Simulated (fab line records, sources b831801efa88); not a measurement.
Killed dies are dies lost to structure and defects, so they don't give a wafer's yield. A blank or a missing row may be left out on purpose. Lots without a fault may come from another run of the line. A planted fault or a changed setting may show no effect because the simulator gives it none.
Which tool did it? | flow gf180mcu | 7 lots, 21 wafers sampled, at 2 steps of a route of 602

WHAT THE GAUGES READ, wafer by wafer
GF_CONTACT_THK_MEAS_01.
lot  | measured     | on            | CONTACT_CVD_00_THK (nm)
L282 | day 16 18:06 | film_metro-03 | 302.2 297.7 299.8
L285 | day 17 11:47 | film_metro-01 | 296.9 299.9 298.5
L286 | day 17 18:45 | film_metro-02 | 300.9 299.0 300.8
L291 | day 19 17:32 | film_metro-02 | 300.1 294.8 299.1
L293 | day 20 06:54 | film_metro-02 | 298.0 299.9 300.0
L296 | day 21 10:17 | film_metro-01 | 299.8 301.3 300.3
L302 | day 23 09:23 | film_metro-03 | 152.9 154.7 155.5

WHICH TOOL RAN EACH LOT (tool, then ch and the chambers of the sampled wafers, then the start)
lot  | GF_CONTACT_CVD_00
L282 | hdpcvd-01 ch 0,1,2, day 16 18:03
L285 | hdpcvd-01 ch 0,1, day 17 11:44
L286 | hdpcvd-02 ch 0,1,2, day 17 18:42
L291 | hdpcvd-02 ch 0,1,2, day 19 17:29
L293 | hdpcvd-01 ch 0,1, day 20 06:50
L296 | hdpcvd-02 ch 0,1, day 21 10:14
L302 | hdpcvd-02 ch 0,1,2, day 23 09:20
- GF_CONTACT_CVD_00: deposits SiO2, target thk 300 nm, time 50 s.

THE ANSWER, worked out from the rows above alone
Rule: what is usual is taken from the lots themselves. Put in order of their means at a reading, lots are off if they are a third of the lots or fewer, leave a main group of 4 or more, and stand apart from it by a gap of 3 or more times the standard deviation of the main group's means; of several such gaps the widest counts. A main group whose means are all the same, to the digits that the tables above print for the reading, isn't used. A lot without any number at a reading at which 4 lots or more have one is off too. The other lots that the step has rows for count as sound.
Off: L302, at GF_CONTACT_THK_MEAS_01 (CONTACT_CVD_00_THK). The main group: mean 299.4 nm, standard deviation 0.91.
A tool fits if, at a process step before that reading, it ran every lot that is off, and no sound lot after the first of them. The gauges at GF_CONTACT_THK_MEAS_01 are tried like those tools. Can't be told from this: 2 tools fit, hdpcvd-02 at GF_CONTACT_CVD_00, film_metro-03 at GF_CONTACT_THK_MEAS_01.

WHAT THE SIMULATOR HAD PUT IN
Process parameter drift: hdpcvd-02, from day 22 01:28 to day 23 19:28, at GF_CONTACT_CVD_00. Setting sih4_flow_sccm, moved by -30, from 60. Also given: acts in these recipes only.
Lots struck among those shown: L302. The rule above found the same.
